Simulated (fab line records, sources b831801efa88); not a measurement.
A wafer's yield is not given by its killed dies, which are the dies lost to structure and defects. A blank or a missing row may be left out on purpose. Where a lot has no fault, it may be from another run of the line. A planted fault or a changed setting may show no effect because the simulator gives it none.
The tool behind it: which one? / flow gf180mcu / 6 lots, 18 wafers sampled, at 3 steps of a route of 602

== WHAT THE GAUGES READ, wafer by wafer ==
GF_V2_THK_MEAS_01.
lot=L266; measured=day 21 01:51; on=film_metro-02; V2_CVD_00_THK (nm)=587 607 585
lot=L268; measured=day 21 23:04; on=film_metro-01; V2_CVD_00_THK (nm)=603 606 587
lot=L277; measured=day 24 21:26; on=film_metro-02; V2_CVD_00_THK (nm)=609 592 609
lot=L279; measured=day 25 12:08; on=film_metro-04; V2_CVD_00_THK (nm)=597 597 599
lot=L281; measured=day 26 04:56; on=film_metro-04; V2_CVD_00_THK (nm)=596 591 599
lot=L283; measured=day 26 14:05; on=film_metro-01; V2_CVD_00_THK (nm)=604 612 603

== TOOL THAT RAN EACH LOT (tool first, then ch and the chambers of the sampled wafers, then the start) ==
lot=L266; GF_V1_SPUTTER_22=pvd_sputter-04, day 20 00:13; GF_M2_SOFTBAKE_10=litho_track-03 ch 0, day 20 12:42
lot=L268; GF_V1_SPUTTER_22=pvd_sputter-04, day 20 21:38; GF_M2_SOFTBAKE_10=litho_track-03 ch 0, day 21 10:23
lot=L277; GF_V1_SPUTTER_22=pvd_sputter-02, day 23 22:10; GF_M2_SOFTBAKE_10=litho_track-01 ch 0, day 24 10:04
lot=L279; GF_V1_SPUTTER_22=pvd_sputter-02, day 24 12:38; GF_M2_SOFTBAKE_10=litho_track-02 ch 0, day 25 00:12
lot=L281; GF_V1_SPUTTER_22=pvd_sputter-02, day 25 05:51; GF_M2_SOFTBAKE_10=litho_track-03 ch 0, day 25 17:09
lot=L283; GF_V1_SPUTTER_22=pvd_sputter-03, day 25 15:29; GF_M2_SOFTBAKE_10=litho_track-03 ch 0, day 26 02:27
- GF_V1_SPUTTER_22: material TiN, target thk 10 nm, time 40 s.
- GF_M2_SOFTBAKE_10: time 60 s.

== THE ANSWER, worked out from the rows above alone ==
Rule: what is usual is taken from the lots themselves. The widest of any qualifying gaps counts: lots, ordered by their means at a reading, are off when they make up no more than a third of the lots, leave a main group of 4 or more, and stand apart from it by 3 or more times the standard deviation of that group's means. If all means in a main group match to the digits the tables above print for the reading, that group is not used. Also off: a lot with no number at a reading for which 4 or more lots have one. Where the step has rows for the other lots, those lots are counted as sound.
Nothing can be told from this: no lot is off at any reading shown.

== WHAT THE SIMULATOR HAD INSERTED ==
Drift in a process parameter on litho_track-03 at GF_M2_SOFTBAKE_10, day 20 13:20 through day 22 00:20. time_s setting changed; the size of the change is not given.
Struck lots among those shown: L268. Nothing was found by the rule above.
